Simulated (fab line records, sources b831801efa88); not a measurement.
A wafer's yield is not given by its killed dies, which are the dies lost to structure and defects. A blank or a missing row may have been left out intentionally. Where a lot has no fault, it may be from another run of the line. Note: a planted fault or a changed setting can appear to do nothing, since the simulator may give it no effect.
Chamber matching -- flow gf180mcu -- GF_V5_CMP_26 on cmp-01: 4 sister chambers
The step polishes, stops on SiO2, t overpolish 15 s, target thk 0 nm. 18 wafers are shown with their chamber, then 9 later ones without.

## WAFERS, EACH WITH ITS CHAMBER
wafer,chamber,motor current A (A),overpolish run s (s),retaining ring pressure frac
L101.1,3,11.9,14.998,0.998
L101.2,0,10.4,15.007,0.998
L101.6,1,11.9,15.014,1.011
L102.2,3,11.9,15.013,1.004
L102.4,0,10.2,15.002,1.000
L102.5,0,10.6,15.003,0.996
L103.4,2,11.6,14.997,0.995
L103.5,3,12.4,15.004,0.994
L103.6,0,10.7,15.003,1.000
L104.2,3,12.0,14.992,1.003
L104.3,0,10.4,15.017,1.003
L104.6,0,10.3,14.985,0.999
L107.1,2,11.3,15.001,0.990
L107.3,3,12.4,15.008,1.001
L107.4,0,10.8,14.997,1.002
L109.1,3,12.8,15.013,1.007
L109.5,1,11.5,15.023,0.992
L109.6,0,10.7,15.011,1.004

SIGNATURES (means of the wafers above)
reading,chamber 0,chamber 1,chamber 2,chamber 3,scatter within a chamber
motor current A,10.512,11.700,11.450,12.233,0.281
overpolish run s,15.00313,15.01850,14.99900,15.00467,0.00862
retaining ring pressure frac,1.00025,1.00150,0.99250,1.00117,0.005
Rule: for each reading, subtract the chamber's mean from the wafer's reading, divide by that reading's scatter and square the result; add these up over the readings and take the root, which gives the wafer's distance from the chamber. The wafer belongs to the nearest chamber; if the next one is less than 2 further off, it can't be placed. The scatter is the square root of a quotient: the sum, over the shown wafers, of each reading's squared deviation from its chamber's mean, divided by wafers minus chambers.

## WAFERS MISSING THEIR CHAMBER
wafer,motor current A (A),overpolish run s (s),retaining ring pressure frac
L112.1,12.8,15.027,0.997
L112.2,11.9,15.010,0.994
L112.3,11.2,14.991,1.004
L115.4,10.6,14.997,1.010
L115.5,11.9,14.994,1.004
L115.6,11.7,15.002,1.002
L124.2,10.1,14.991,0.996
L124.3,12.0,15.001,0.998
L124.6,11.7,15.001,1.001

## CHAMBER TAKEN BY EACH
wafer,from the rows above,in truth
L112.1,can't be placed: 3 or 1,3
L112.2,can't be placed: 1 or 3 or 2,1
L112.3,can't be placed: 2 or 0 or 1 or 3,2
L115.4,0,0
L115.5,can't be placed: 3 or 2 or 1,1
L115.6,can't be placed: 1 or 3 or 2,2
L124.2,0,0
L124.3,can't be placed: 3 or 2 or 1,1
L124.6,can't be placed: 2 or 3 or 1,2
Correct placement for 2 of the 9. These rows do not allow placing 7 (true chamber among the candidates in 7). Wrongly placed: 0.
